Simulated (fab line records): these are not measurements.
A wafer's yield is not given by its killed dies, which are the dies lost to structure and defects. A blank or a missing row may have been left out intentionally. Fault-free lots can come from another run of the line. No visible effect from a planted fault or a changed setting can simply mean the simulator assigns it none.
fab line records	flow sky130
record lots=10	wafers=30	last_day=49
route steps=708 shown VIA1@474 METAL2@485 PAD_OPEN@708
lots that met no fault: taken from a fault-free run of the same line
start_h: start of the lot's first displayed wafer, in hours after the record's first day	wait_h: hours since the lot's step before	" repeats the value in the row above	L1.1+2: a single row standing in for several wafers	- no value, or no start given	* or withheld: withheld	< > ~ a bound
route shown NAME@n: NAME is a module with steps in the file, n the number in the route of the first one	usual: mean and standard deviation over wafers with no fault	same: alike in all rows	chamber/n: place in a boat	sites: readings site by site	_std_site: standard deviation across them	_edge_site: mean of outer sites minus mean of inner sites	radius_mm: how far each site lies from the wafer's centre	mask NAME#n: copy n	behind: tool/chamber where the wafer was last shaped	hold: cause of the lot's hold/its duration in hours/its outcome	device: which transistor (n, p or np) failed to switch	end of line: the tests these same wafers got at the end of their route	where a step has no rows: the recipe by itself	killed: count of dies lost to structure and defects at first sort (not the wafer's yield)	map: per-die view of a wafer (x killed, . not killed, _ where there is no die)
set.NAME: setting as actually run; set.NAME@STEP: the setting as run at that earlier step	model.NAME: the simulator's own value behind a step, which no gauge read
the route's steps for a sample of lots (tables are steps, rows are wafers)
services: a tool's chamber out of use, with start hour (start_h, from the record's first day; less than 0 if before it), hours out, and reason
## steps
# step SKY_VIA1_STRIP_16
# recipe chemistry=O2/N2	power_w=1400	pressure_mtorr=1500	platen_temp_c=withheld	o2_flow_sccm=3000	n2_flow_sccm=300	overash_fraction=0.5
# usual drypump_motor_current_A=5.7/0.44	oes_product_au=0.415/0.0047	strip_time_to_endpoint_s=4.459/0.026
lot.wafer	tool	chamber	start_h	wait_h	drypump_motor_current_A	oes_product_au	rf_hours_counter_h	strip_time_to_endpoint_s
L725.3	plasma_asher-01	1	810.24	0.1	5.6	0.422	-	4.450
L725.5	"	0	"	"	5.6	0.411	-	4.483
L725.6	"	1	"	"	5.6	0.416	-	4.468
L728.2	plasma_asher-01	1	834.65	0.0	5.6	0.416	9	4.464
L728.4	"	0	"	"	5.6	0.416	-	4.415
L728.6	"	0	"	"	5.6	0.415	-	4.426
L730.4	plasma_asher-01	1	849.94	0.1	5.6	0.420	-	4.423
L730.5	"	0	"	"	5.6	0.411	-	4.430
L730.6	"	1	"	"	5.7	0.416	-	4.487
L731.1	plasma_asher-01	0	853.51	0.0	5.7	0.424	11	4.482
L731.2	"	1	"	"	5.6	0.413	11	4.486
L731.6	"	1	"	"	5.7	0.415	-	4.478
L732.2	plasma_asher-04	1	861.58	0.0	5.9	0.418	44	4.415
L732.3	"	0	"	"	5.6	0.415	-	4.464
L732.5	"	0	"	"	5.6	0.419	-	4.434
L737.1	plasma_asher-02	0	904.07	0.0	6.6	0.416	108	4.482
L737.3	"	0	"	"	6.6	0.420	-	4.444
L737.4	"	1	"	"	5.1	0.418	-	4.474
L738.2	plasma_asher-04	0	907.62	0.0	5.6	0.413	48	4.413
L738.3	"	1	"	"	5.9	0.420	-	4.483
L738.4	"	0	"	"	5.6	0.423	-	4.448
L740.1	plasma_asher-02	0	920.88	0.0	6.6	0.418	110	4.447
L740.3	"	1	"	"	5.1	0.414	-	4.477
L740.4	"	0	"	"	6.6	0.414	-	4.434
L742.1	plasma_asher-04	1	933.33	0.0	5.9	0.421	51	4.489
L742.2	"	0	"	"	5.5	0.413	51	4.434
L742.4	"	0	"	"	5.6	0.419	-	4.468
L743.1	plasma_asher-04	0	939.93	0.0	5.5	0.419	51	4.506
L743.4	"	0	"	"	5.6	0.411	-	4.453
L743.5	"	0	"	"	5.6	0.418	-	4.507
# step SKY_METAL2_SPUTTER_02
# recipe material=AlCu	target_thk_nm=250	power_w=10600	time_s=13.3	chamber_pressure_pa=0.4
# usual throttle_valve_pct=29.8/1.2
lot.wafer	tool	chamber	start_h	wait_h	throttle_valve_pct
L725.3	pvd_sputter-04	-	811.48	0.0	27.3
L725.5	"	-	"	"	30.3
L725.6	"	-	"	"	30.9
L728.2	pvd_sputter-04	-	835.93	0.0	27.4
L728.4	"	-	"	"	30.4
L728.6	"	-	"	"	27.4
L730.4	pvd_sputter-03	-	851.19	0.0	29.2
L730.5	"	-	"	"	31.5
L730.6	"	-	"	"	29.0
L731.1	pvd_sputter-04	-	854.78	0.0	27.1
L731.2	"	-	"	"	30.6
L731.6	"	-	"	"	31.0
L732.2	pvd_sputter-03	-	862.86	0.0	30.8
L732.3	"	-	"	"	31.6
L732.5	"	-	"	"	30.7
L737.1	pvd_sputter-02	-	905.35	0.0	29.6
L737.3	"	-	"	"	28.2
L737.4	"	-	"	"	29.4
L738.2	pvd_sputter-02	-	908.89	0.0	29.8
L738.3	"	-	"	"	29.5
L738.4	"	-	"	"	28.0
L740.1	pvd_sputter-04	-	922.60	0.0	30.6
L740.3	"	-	"	"	27.5
L740.4	"	-	"	"	31.2
L742.1	pvd_sputter-04	-	934.64	0.0	30.3
L742.2	"	-	"	"	30.9
L742.4	"	-	"	"	30.4
L743.1	pvd_sputter-02	-	941.27	0.0	29.4
L743.4	"	-	"	"	29.4
L743.5	"	-	"	"	30.0
# step SKY_METAL2_RS_MEAS_05
# recipe thk_meas_gauge=four-point-probe	reads=TiN_of_METAL2_SPUTTER_04+Ti_of_METAL2_SPUTTER_03+AlCu_of_METAL2_SPUTTER_02+TiN_of_METAL2_SPUTTER_01+Ti_of_METAL2_SPUTTER_00
# usual METAL2_ALCU_RS=0.1271/0.0012
lot.wafer	tool	chamber	start_h	wait_h	hold	METAL2_ALCU_RS[ohm/sq]
L725.3	film_metro-04	-	811.61	0.1	-	0.1250
L725.5	"	-	"	"	-	0.1251
L725.6	"	-	"	"	-	0.1266
L728.2	film_metro-02	-	836.04	0.0	await_dispo/0.2h/release	0.1360
L728.4	"	-	"	"	await_dispo/0.2h/release	0.1342
L728.6	"	-	"	"	await_dispo/0.2h/release	0.1350
L728.2	film_metro-02	-	836.33	0.3	-	0.1362
L728.4	"	-	"	"	-	0.1342
L728.6	"	-	"	"	-	0.1353
L730.4	film_metro-03	-	851.34	0.1	-	0.1277
L730.5	"	-	"	"	-	0.1269
L730.6	"	-	"	"	-	0.1266
L731.1	film_metro-02	-	854.87	0.0	await_dispo/0.2h/release	0.1261
L731.2	"	-	"	"	await_dispo/0.2h/release	0.1332
L731.6	"	-	"	"	await_dispo/0.2h/release	0.1336
L731.1	film_metro-02	-	855.16	0.3	-	0.1264
L731.2	"	-	"	"	-	0.1334
L731.6	"	-	"	"	-	0.1336
L732.2	film_metro-03	-	862.97	0.0	-	0.1271
L732.3	"	-	"	"	-	0.1266
L732.5	"	-	"	"	-	0.1270
L737.1	film_metro-03	-	905.44	0.0	-	0.1288
L737.3	"	-	"	"	-	0.1290
L737.4	"	-	"	"	-	0.1280
L738.2	film_metro-02	-	909.00	0.0	-	0.1275
L738.3	"	-	"	"	-	0.1274
L738.4	"	-	"	"	-	0.1265
L740.1	film_metro-02	-	922.69	0.0	-	0.1263
L740.3	"	-	"	"	-	0.1250
L740.4	"	-	"	"	-	0.1269
L742.1	film_metro-03	-	934.73	0.0	-	0.1281
L742.2	"	-	"	"	-	0.1286
L742.4	"	-	"	"	-	0.1264
L743.1	film_metro-04	-	941.37	0.0	-	0.1270
L743.4	"	-	"	"	-	0.1285
L743.5	"	-	"	"	-	0.1291
# step SKY_METAL2_THK_MEAS_06
# recipe thk_meas_gauge=xrf	reads=AlCu_of_METAL2_SPUTTER_02
# usual METAL2_ALCU_THK=248.1/2.5
lot.wafer	tool	chamber	start_h	wait_h	hold	METAL2_ALCU_THK[nm]
L725.3	film_metro-04	-	811.71	0.1	-	252.3
L725.5	"	-	"	"	-	250.9
L725.6	"	-	"	"	-	248.0
L728.2	film_metro-02	-	840.96	4.6	await_dispo/0.2h/release	230.9
L728.4	"	-	"	"	await_dispo/0.2h/release	233.8
L728.6	"	-	"	"	await_dispo/0.2h/release	233.2
L728.2	film_metro-02	-	841.26	0.3	-	232.2
L728.4	"	-	"	"	-	235.2
L728.6	"	-	"	"	-	232.7
L730.4	film_metro-03	-	851.43	0.1	-	246.7
L730.5	"	-	"	"	-	247.9
L730.6	"	-	"	"	-	248.4
L731.1	film_metro-02	-	857.89	2.7	await_dispo/0.2h/release	249.5
L731.2	"	-	"	"	await_dispo/0.2h/release	236.4
L731.6	"	-	"	"	await_dispo/0.2h/release	237.0
L731.1	film_metro-02	-	858.12	0.2	-	248.9
L731.2	"	-	"	"	-	238.1
L731.6	"	-	"	"	-	235.0
L732.2	film_metro-03	-	863.08	0.1	-	247.3
L732.3	"	-	"	"	-	247.8
L732.5	"	-	"	"	-	246.2
L737.1	film_metro-03	-	905.56	0.1	-	246.2
L737.3	"	-	"	"	-	244.3
L737.4	"	-	"	"	-	246.8
L738.2	film_metro-02	-	909.11	0.1	-	245.6
L738.3	"	-	"	"	-	247.5
L738.4	"	-	"	"	-	248.7
L740.1	film_metro-02	-	922.81	0.1	-	250.9
L740.3	"	-	"	"	-	254.2
L740.4	"	-	"	"	-	249.0
L742.1	film_metro-03	-	934.85	0.1	-	246.1
L742.2	"	-	"	"	-	244.7
L742.4	"	-	"	"	-	249.7
L743.1	film_metro-04	-	941.49	0.1	-	249.2
L743.4	"	-	"	"	-	247.7
L743.5	"	-	"	"	-	246.3
# step SKY_METAL2_OVL_MEAS_16
# usual METAL2_OVL=2/4.7
lot.wafer	tool	chamber	start_h	wait_h	METAL2_OVL[nm]
L725.3	overlay-01	-	837.31	0.1	5
L725.5	"	-	"	"	1
L725.6	"	-	"	"	-9
L728.2	overlay-01	-	861.79	0.1	3
L728.4	"	-	"	"	8
L728.6	"	-	"	"	-6
L730.4	overlay-02	-	876.90	0.1	2
L730.5	"	-	"	"	7
L730.6	"	-	"	"	2
L731.1	overlay-02	-	880.74	0.1	2
L731.2	"	-	"	"	2
L731.6	"	-	"	"	1
L732.2	overlay-02	-	888.25	0.1	-5
L732.3	"	-	"	"	-5
L732.5	"	-	"	"	-5
L737.1	overlay-02	-	929.14	0.1	2
L737.3	"	-	"	"	0
L737.4	"	-	"	"	9
L738.2	overlay-01	-	934.31	0.1	1
L738.3	"	-	"	"	13
L738.4	"	-	"	"	6
L740.1	overlay-02	-	947.84	0.1	-7
L740.3	"	-	"	"	2
L740.4	"	-	"	"	-2
L742.1	overlay-01	-	959.19	0.1	3
L742.2	"	-	"	"	7
L742.4	"	-	"	"	2
L743.1	overlay-01	-	966.90	0.1	3
L743.4	"	-	"	"	4
L743.5	"	-	"	"	1
# step SKY_METAL2_METAL_ETCH_19
# recipe target_depth_a=3600	stop_on=SiO2	over_etch_frac=0.3	time_s=78	chemistry=Cl2/BCl3	resist_sidewall_deg=88	pressure_mtorr=10	icp_w=900	bias_w=48.5	Cl2_flow_sccm=60	bcl3_flow_sccm=30
# usual drypump_motor_current_A=5.7/0.46	oes_product_au=0.853/0.0056	throttle_valve_pct=22.264/0.0072
# same over_etch_frac=0.3
lot.wafer	tool	chamber	start_h	wait_h	drypump_motor_current_A	oes_product_au	rf_hours_counter_h	throttle_valve_pct
L725.3	rie_metal-02	1	837.50	0.1	6.6	0.861	-	22.262
L725.5	"	1	"	"	6.6	0.856	-	22.269
L725.6	"	0	"	"	5.8	0.854	-	22.264
L728.2	rie_metal-02	1	861.92	0.0	6.5	0.854	16	22.260
L728.4	"	0	"	"	5.8	0.863	-	22.260
L728.6	"	1	"	"	6.5	0.853	-	22.277
L730.4	rie_metal-02	0	877.05	0.1	5.8	0.853	-	22.255
L730.5	"	1	"	"	6.5	0.849	-	22.270
L730.6	"	0	"	"	5.8	0.849	-	22.278
L731.1	rie_metal-04	1	880.96	0.1	5.4	0.860	3	22.252
L731.2	"	1	"	"	5.4	0.874	-	22.268
L731.6	"	1	"	"	5.3	0.867	-	22.252
L732.2	rie_metal-04	0	888.37	0.0	5.8	0.853	0	22.252
L732.3	"	1	"	"	5.3	0.861	-	22.273
L732.5	"	1	"	"	5.3	0.851	-	22.264
L737.1	rie_metal-03	0	929.27	0.0	5.8	0.854	4	22.276
L737.3	"	1	"	"	5.1	0.840	-	22.265
L737.4	"	0	"	"	5.8	0.849	-	22.270
L738.2	rie_metal-02	0	934.56	0.1	5.8	0.853	-	22.270
L738.3	"	0	"	"	5.8	0.850	-	22.254
L738.4	"	0	"	"	5.8	0.853	-	22.270
L740.1	rie_metal-03	0	947.97	0.0	5.8	0.854	5	22.262
L740.3	"	0	"	"	5.8	0.852	-	22.258
L740.4	"	1	"	"	5.1	0.852	-	22.269
L742.1	rie_metal-04	1	959.32	0.0	5.4	0.853	6	22.265
L742.2	"	0	"	"	5.8	0.852	3	22.261
L742.4	"	0	"	"	5.8	0.858	-	22.261
L743.1	rie_metal-04	1	967.03	0.0	5.4	0.862	6	22.265
L743.4	"	1	"	"	5.4	0.855	-	22.272
L743.5	"	0	"	"	5.8	0.849	-	22.272
# step SKY_PAD_OPEN_PROBE_99
# usual defect_limited_yield=82.7/1.9	killed_at_M0_to_M3=43/7.3	killed_at_M4_up=3.1/1.7	killed_at_contacts=25/5.3	killed_at_front_end=14/4.1	killed_at_other=0.3/0.56	killed_dies=85/9.4	killed_open=46/7.4	killed_short=38/5.8	sort_bin_3_pad_short=0.8/0.4	sort_bin_5_function=10.2/1.5	sort_bin_6_memory=6.2/1.2	sort_n_pass=407/9.4	sort_yield_pct=82.7/1.9
# same gross_dies=492	killed_at_back_side=0	sort_bin_4_leakage[%]=0	sort_bin_8_speed[%]=0
lot.wafer	tool	chamber	start_h	wait_h	defect_limited_yield[%]	killed_at_M0_to_M3	killed_at_M4_up	killed_at_contacts	killed_at_front_end	killed_at_other	killed_dies	killed_open	killed_short	sort_bin_3_pad_short[%]	sort_bin_5_function[%]	sort_bin_6_memory[%]	sort_n_pass	sort_yield_pct[%]
L725.3	prober-01	-	1090.81	0.2	81.7	46	5	29	10	0	90	51	39	0.8	10.2	7.3	402	81.7
L725.5	prober-01	-	1090.91	0.2	83.7	41	1	27	11	0	80	47	33	0.6	9.6	6.1	412	83.7
L725.6	prober-01	-	1090.96	0.2	86.4	39	5	15	8	0	67	34	33	0.8	8.1	4.7	425	86.4
L728.2	prober-02	-	1109.60	0.1	83.7	41	4	23	12	0	80	38	40	0.8	9.3	6.1	412	83.7
L728.4	prober-02	-	1109.70	0.2	82.5	39	4	30	13	0	86	52	34	0.6	8.3	8.5	406	82.5
L728.6	prober-02	-	1109.80	0.2	79.5	53	6	27	15	0	101	51	49	0.8	13.6	6.1	391	79.5
L730.4	prober-02	-	1121.90	0.2	83.5	42	1	22	16	0	81	40	39	0.8	9.8	5.9	411	83.5
L730.5	prober-02	-	1121.95	0.2	81.1	54	3	20	15	1	93	50	39	1.0	12.2	5.7	399	81.1
L730.6	prober-02	-	1122.00	0.2	83.5	43	2	23	11	2	81	33	46	1.4	8.9	6.1	411	83.5
L731.1	prober-01	-	1124.19	0.1	84.1	31	3	26	16	2	78	38	39	1.0	9.3	5.5	414	84.1
L731.2	prober-01	-	1124.24	0.1	81.1	40	1	29	23	0	93	44	49	0.8	11.0	7.1	399	81.1
L731.6	prober-01	-	1124.44	0.2	80.1	42	7	28	21	0	98	47	51	1.2	12.8	5.9	394	80.1
L732.2	prober-02	-	1131.09	0.1	81.1	52	0	25	15	1	93	43	50	1.0	10.4	7.5	399	81.1
L732.3	prober-02	-	1131.14	0.2	81.1	42	2	30	18	1	93	59	34	0.6	10.8	7.5	399	81.1
L732.5	prober-02	-	1131.24	0.2	82.5	47	3	19	16	1	86	46	40	1.0	10.4	6.1	406	82.5
L737.1	prober-01	-	1161.66	0.1	82.9	46	1	21	16	0	84	46	38	1.4	9.6	6.1	408	82.9
L737.3	prober-01	-	1161.76	0.2	83.5	41	2	22	16	0	81	44	37	0.4	11.0	5.1	411	83.5
L737.4	prober-01	-	1161.81	0.2	82.9	43	2	23	15	1	84	52	32	0.2	9.3	7.5	408	82.9
L738.2	prober-02	-	1163.20	0.1	79.1	54	6	26	17	0	103	58	45	1.0	11.4	8.5	389	79.1
L738.3	prober-02	-	1163.25	0.2	83.3	52	1	19	10	0	82	55	26	0.6	10.0	6.1	410	83.3
L738.4	prober-02	-	1163.30	0.2	80.9	51	4	21	18	0	94	43	50	1.0	11.0	7.1	398	80.9
L740.1	prober-02	-	1175.75	0.1	82.1	43	2	34	9	0	88	51	37	1.0	10.8	6.1	404	82.1
L740.3	prober-02	-	1175.85	0.2	82.9	37	2	35	10	0	84	40	44	1.0	9.8	6.3	408	82.9
L740.4	prober-02	-	1175.90	0.2	81.9	43	4	26	16	0	89	43	46	1.0	12.0	5.1	403	81.9
L742.1	prober-02	-	1181.48	0.1	82.1	42	4	33	9	0	88	51	37	0.8	11.4	5.7	404	82.1
L742.2	prober-02	-	1181.53	0.1	83.1	42	1	22	18	0	83	46	37	0.8	8.9	7.1	409	83.1
L742.4	prober-02	-	1181.63	0.2	80.9	40	5	25	24	0	94	57	37	1.0	12.4	5.7	398	80.9
L743.1	prober-01	-	1185.30	0.1	83.7	34	2	26	17	1	80	46	34	0.8	9.3	6.1	412	83.7
L743.4	prober-01	-	1185.45	0.2	83.5	39	4	26	12	0	81	45	36	1.2	9.1	6.1	411	83.5
L743.5	prober-01	-	1185.50	0.2	80.3	36	4	32	25	0	97	45	52	1.0	11.2	7.5	395	80.3
# killed by level:class
L725.3 CONTACT:geometric_particle:open=10 VIA3:geometric_particle:open=9 VIA1:geometric_particle:open=9 LI_CONTACT:geometric_particle:open=7 VIA2:geometric_particle:open=6 VIA1:geometric_particle:short=6 METAL2:geometric_particle:short=6 CONTACT:geometric_particle:short=5
L725.5 LI_CONTACT:geometric_particle:open=10 CONTACT:geometric_particle:open=10 VIA1:geometric_particle:open=8 METAL2:geometric_particle:short=7 FIELD_ISO:geometric_particle:open=5 VIA2:geometric_particle:open=5 VIA3:geometric_particle:open=5 POLY_GATE:geometric_particle:short=4
L725.6 VIA1:geometric_particle:open=11 VIA2:geometric_particle:open=6 CONTACT:geometric_particle:short=5 METAL1:geometric_particle:short=5 VIA1:geometric_particle:short=4 FIELD_ISO:geometric_particle:short=3 FIELD_ISO:geometric_particle:open=3 LI_CONTACT:geometric_particle:open=3
L728.2 VIA1:geometric_particle:open=9 METAL2:geometric_particle:short=8 CONTACT:geometric_particle:open=7 METAL1:geometric_particle:short=6 LI_CONTACT:geometric_particle:open=5 LOCAL_INTERCONNECT:geometric_particle:short=4 VIA1:geometric_particle:short=4 VIA2:geometric_particle:open=4
L728.4 CONTACT:geometric_particle:open=13 VIA1:geometric_particle:open=12 LI_CONTACT:geometric_particle:open=8 VIA1:geometric_particle:short=6 METAL2:geometric_particle:short=5 VIA2:geometric_particle:open=5 METAL4:geometric_particle:short=4 LOCAL_INTERCONNECT:geometric_particle:short=4
L728.6 VIA1:geometric_particle:open=10 METAL1:geometric_particle:short=10 VIA2:geometric_particle:open=10 CONTACT:geometric_particle:open=9 VIA1:geometric_particle:short=6 LI_CONTACT:geometric_particle:open=5 LOCAL_INTERCONNECT:geometric_particle:short=5 METAL4:geometric_particle:short=5
L730.4 VIA1:geometric_particle:open=13 POLY_GATE:geometric_particle:short=6 LI_CONTACT:geometric_particle:open=6 METAL1:geometric_particle:short=6 VIA3:geometric_particle:short=6 CONTACT:geometric_particle:short=5 CONTACT:geometric_particle:open=5 VIA3:geometric_particle:open=5
L730.5 VIA1:geometric_particle:open=12 VIA3:geometric_particle:open=10 METAL1:geometric_particle:short=8 CONTACT:geometric_particle:open=6 LI_CONTACT:geometric_particle:open=5 VIA2:geometric_particle:open=5 METAL2:geometric_particle:short=5 FIELD_ISO:geometric_particle:short=4
L730.6 VIA1:geometric_particle:open=9 VIA1:geometric_particle:short=7 LI_CONTACT:geometric_particle:open=6 VIA3:geometric_particle:short=6 CONTACT:geometric_particle:short=5 VIA3:geometric_particle:open=5 FIELD_ISO:geometric_particle:short=4 LI_CONTACT:geometric_particle:short=4
L731.1 CONTACT:geometric_particle:open=10 METAL2:geometric_particle:short=6 FIELD_ISO:geometric_particle:short=5 CONTACT:geometric_particle:short=5 VIA2:geometric_particle:open=5 VIA3:geometric_particle:open=5 POLY_GATE:geometric_particle:short=4 LI_CONTACT:geometric_particle:open=4
L731.2 METAL2:geometric_particle:short=10 CONTACT:geometric_particle:short=8 LI_CONTACT:geometric_particle:open=7 CONTACT:geometric_particle:open=7 FIELD_ISO:geometric_particle:short=6 VIA1:geometric_particle:open=6 VIA2:geometric_particle:open=6 POLY_GATE:geometric_particle:short=5
L731.6 CONTACT:geometric_particle:open=12 METAL2:geometric_particle:short=9 VIA1:geometric_particle:open=9 POLY_GATE:geometric_particle:short=8 LI_CONTACT:geometric_particle:short=7 METAL1:geometric_particle:short=6 METAL4:geometric_particle:short=5 VIA3:geometric_particle:open=5
L732.2 METAL1:geometric_particle:short=12 CONTACT:geometric_particle:open=10 VIA2:geometric_particle:open=8 VIA3:geometric_particle:open=8 FIELD_ISO:geometric_particle:short=5 METAL3:geometric_particle:short=5 LI_CONTACT:geometric_particle:open=5 LOCAL_INTERCONNECT:geometric_particle:short=5
L732.3 CONTACT:geometric_particle:open=12 VIA1:geometric_particle:open=11 LI_CONTACT:geometric_particle:open=10 POLY_GATE:geometric_particle:open=6 VIA3:geometric_particle:short=6 VIA2:geometric_particle:open=5 FIELD_ISO:geometric_particle:open=4 METAL1:geometric_particle:short=4
L732.5 VIA1:geometric_particle:open=11 METAL1:geometric_particle:short=9 VIA2:geometric_particle:open=9 LI_CONTACT:geometric_particle:open=7 VIA3:geometric_particle:open=5 FIELD_ISO:geometric_particle:open=4 FIELD_ISO:geometric_particle:short=4 POLY_GATE:geometric_particle:short=4
L737.1 VIA1:geometric_particle:open=10 LI_CONTACT:geometric_particle:open=9 VIA3:geometric_particle:open=8 POLY_GATE:geometric_particle:open=7 METAL2:geometric_particle:short=7 VIA1:geometric_particle:short=6 METAL1:geometric_particle:short=5 POLY_GATE:geometric_particle:short=4
L737.3 VIA1:geometric_particle:open=12 LI_CONTACT:geometric_particle:open=8 CONTACT:geometric_particle:open=6 POLY_GATE:geometric_particle:short=5 VIA1:geometric_particle:short=5 VIA2:geometric_particle:open=5 METAL1:geometric_particle:short=4 POLY_GATE:geometric_particle:open=4
L737.4 VIA1:geometric_particle:open=13 LI_CONTACT:geometric_particle:open=8 CONTACT:geometric_particle:open=8 VIA2:geometric_particle:open=6 VIA1:geometric_particle:short=5 FIELD_ISO:geometric_particle:open=4 LOCAL_INTERCONNECT:geometric_particle:short=4 METAL1:geometric_particle:short=4
L738.2 VIA1:geometric_particle:open=12 VIA2:geometric_particle:open=12 CONTACT:geometric_particle:open=9 VIA1:geometric_particle:short=8 POLY_GATE:geometric_particle:open=6 POLY_GATE:geometric_particle:short=5 LI_CONTACT:geometric_particle:open=5 METAL4:geometric_particle:short=5
L738.3 VIA1:geometric_particle:open=19 VIA2:geometric_particle:open=11 CONTACT:geometric_particle:open=7 VIA3:geometric_particle:open=6 POLY_GATE:geometric_particle:short=4 LI_CONTACT:geometric_particle:short=4 METAL1:geometric_particle:short=3 METAL2:geometric_particle:short=3
L738.4 VIA1:geometric_particle:short=14 CONTACT:geometric_particle:open=8 POLY_GATE:geometric_particle:short=8 VIA1:geometric_particle:open=8 METAL1:geometric_particle:short=6 METAL2:geometric_particle:short=6 POLY_GATE:geometric_particle:open=5 LI_CONTACT:geometric_particle:open=5
L740.1 CONTACT:geometric_particle:open=13 VIA2:geometric_particle:open=10 LI_CONTACT:geometric_particle:open=9 VIA1:geometric_particle:open=6 LI_CONTACT:geometric_particle:short=5 METAL2:geometric_particle:short=5 VIA3:geometric_particle:open=5 FIELD_ISO:geometric_particle:open=4
L740.3 CONTACT:geometric_particle:open=12 LI_CONTACT:geometric_particle:short=7 VIA2:geometric_particle:open=7 CONTACT:geometric_particle:short=6 METAL1:geometric_particle:short=6 VIA1:geometric_particle:short=6 LOCAL_INTERCONNECT:geometric_particle:short=5 LI_CONTACT:geometric_particle:open=4
L740.4 LI_CONTACT:geometric_particle:open=10 CONTACT:geometric_particle:open=9 VIA2:geometric_particle:open=9 METAL1:geometric_particle:short=8 METAL2:geometric_particle:short=6 FIELD_ISO:geometric_particle:short=5 VIA1:geometric_particle:open=5 LI_CONTACT:geometric_particle:short=4
L742.1 VIA1:geometric_particle:open=13 CONTACT:geometric_particle:open=11 LI_CONTACT:geometric_particle:open=8 CONTACT:geometric_particle:short=7 VIA3:geometric_particle:open=6 METAL2:geometric_particle:short=5 LOCAL_INTERCONNECT:geometric_particle:short=4 VIA2:geometric_particle:open=4
L742.2 VIA1:geometric_particle:open=13 CONTACT:geometric_particle:open=11 METAL1:geometric_particle:short=7 POLY_GATE:geometric_particle:short=6 POLY_GATE:geometric_particle:open=6 VIA3:geometric_particle:open=5 CONTACT:geometric_particle:short=5 VIA2:geometric_particle:short=5
L742.4 CONTACT:geometric_particle:open=11 VIA1:geometric_particle:open=10 POLY_GATE:geometric_particle:open=8 VIA2:geometric_particle:open=7 VIA3:geometric_particle:open=7 POLY_GATE:geometric_particle:short=6 METAL1:geometric_particle:short=6 FIELD_ISO:geometric_particle:open=4
L743.1 VIA1:geometric_particle:open=8 LI_CONTACT:geometric_particle:open=8 POLY_GATE:geometric_particle:open=7 CONTACT:geometric_particle:open=7 VIA1:geometric_particle:short=5 VIA2:geometric_particle:open=5 LOCAL_INTERCONNECT:geometric_particle:short=4 CONTACT:geometric_particle:short=4
L743.4 METAL1:geometric_particle:short=9 LI_CONTACT:geometric_particle:open=9 VIA3:geometric_particle:open=9 CONTACT:geometric_particle:open=7 VIA1:geometric_particle:open=6 POLY_GATE:geometric_particle:open=5 CONTACT:geometric_particle:short=5 METAL3:geometric_particle:short=5
L743.5 CONTACT:geometric_particle:open=12 VIA1:geometric_particle:open=12 POLY_GATE:geometric_particle:short=9 CONTACT:geometric_particle:short=7 METAL2:geometric_particle:short=6 LI_CONTACT:geometric_particle:open=6 METAL1:geometric_particle:short=6 FIELD_ISO:geometric_particle:open=5
## services
tool	chamber	start_h	hours	kind
rie_metal-02	-	788.63	0.6	repair
pvd_sputter-02	-	792.97	1.8	repair
rie_metal-03	-	799.87	1.1	repair
pvd_sputter-04	1	807.55	-	consumable_replace:kit
pvd_sputter-04	1	807.55	18.0	scheduled_down
pvd_sputter-04	1	807.55	18.0	vent_cycle
plasma_asher-01	-	826.62	1.2	repair
plasma_asher-01	-	833.17	0.3	repair
rie_metal-02	0	846.87	-	clean
rie_metal-02	0	846.87	14.5	scheduled_down
rie_metal-02	0	846.87	14.5	vent_cycle
plasma_asher-01	-	855.09	3.9	repair
rie_metal-04	0	864.88	-	clean
rie_metal-04	0	864.88	20.5	scheduled_down
rie_metal-04	0	864.88	20.5	vent_cycle
rie_metal-04	-	904.11	0.2	repair
pvd_sputter-02	0	923.70	-	consumable_replace:kit
rie_metal-02	1	926.93	-	clean
rie_metal-02	1	926.93	24.7	scheduled_down
rie_metal-02	1	926.93	24.7	vent_cycle
rie_metal-04	-	928.18	2.5	repair
pvd_sputter-04	-	929.15	1.2	repair
rie_metal-03	0	949.59	1.5	repair
rie_metal-03	-	959.00	2.8	pm
## key
first_sign step=SKY_METAL2_RS_MEAS_05	reading=visit	direction=added
effect step=SKY_METAL2_RS_MEAS_05	reading=METAL2_ALCU_RS	direction=up	sigmas=6.3	usual=0.1271	struck=0.1344
effect step=SKY_METAL2_THK_MEAS_06	reading=visit	direction=added
effect step=SKY_METAL2_THK_MEAS_06	reading=METAL2_ALCU_THK	direction=down	sigmas=5.6	usual=248.1	struck=234.3
met_at SKY_METAL2_SPUTTER_02
struck_lots L728,L731
struck_wafers L728.2,L728.4,L728.6,L731.2,L731.6
not_acting_at SKY_VIA1_STRIP_16,SKY_METAL2_OVL_MEAS_16,SKY_METAL2_METAL_ETCH_19
onset_between 811.48 835.93
fault kind=process_parameter_drift	tool=pvd_sputter-04	chamber=-	onset_h=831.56	steps=SKY_METAL2_SPUTTER_02	channel=time_s	offset=*	shape=step	end_h=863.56	scope=struck_wafers_only	acts_in=*	stated=*
